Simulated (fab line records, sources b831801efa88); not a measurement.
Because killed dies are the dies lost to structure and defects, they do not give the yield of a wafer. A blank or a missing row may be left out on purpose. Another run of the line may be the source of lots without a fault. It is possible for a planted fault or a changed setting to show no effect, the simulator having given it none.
Chamber matching + flow gf180mcu + GF_STI_ETCH_14 on rie si-02 has 4 sister chambers
The step etches Si in HBr/Cl2/O2, target depth 360 nm, time 102.9 s. 4 wafers are shown with their chamber, then 9 later ones without.

== WAFERS PAIRED WITH THEIR CHAMBERS ==
| wafer  | chamber | drypump motor current A (A) |
|--------|---------|-----------------------------|
| L789.2 | 0       | 6.1                         |
| L789.3 | 2       | 5.3                         |
| L793.2 | 3       | 5.0                         |
| L793.5 | 1       | 5.5                         |

== WAFERS WHOSE CHAMBER IS MISSING ==
| wafer  | drypump motor current A (A) |
|--------|-----------------------------|
| L795.1 | 5.0                         |
| L795.2 | 5.5                         |
| L795.3 | 5.3                         |
| L796.1 | 5.4                         |
| L796.3 | 5.6                         |
| L796.4 | 5.3                         |
| L798.2 | 5.0                         |
| L798.5 | 5.5                         |
| L798.6 | 5.0                         |

== CHAMBER TAKEN BY EACH ==
| wafer  | from the rows above     | in truth |
|--------|-------------------------|----------|
| L795.1 | 3                       | 3        |
| L795.2 | 1                       | 1        |
| L795.3 | 2                       | 2        |
| L796.1 | can't be placed: 1 or 2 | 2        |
| L796.3 | 1                       | 1        |
| L796.4 | 2                       | 2        |
| L798.2 | 3                       | 3        |
| L798.5 | 1                       | 1        |
| L798.6 | 3                       | 3        |
Placed correctly: 8 of 9. Not placeable from these rows: 1 (in 1, the candidates include the true chamber). Number placed wrongly: 0.
How it was worked out, from the rows above alone: a wafer's distance from a chamber is the root of the sum, over the readings, of the square of ((its reading less the chamber's mean) divided by the reading's scatter). If the next closest chamber is less than 2 further off than the closest, the wafer can't be placed; otherwise it belongs to the closest. Each chamber's mean is taken over the wafers shown for it. The scatter: with one shown wafer a chamber, the root of the mean of the squares of how far each hidden wafer lies from its nearest shown one.
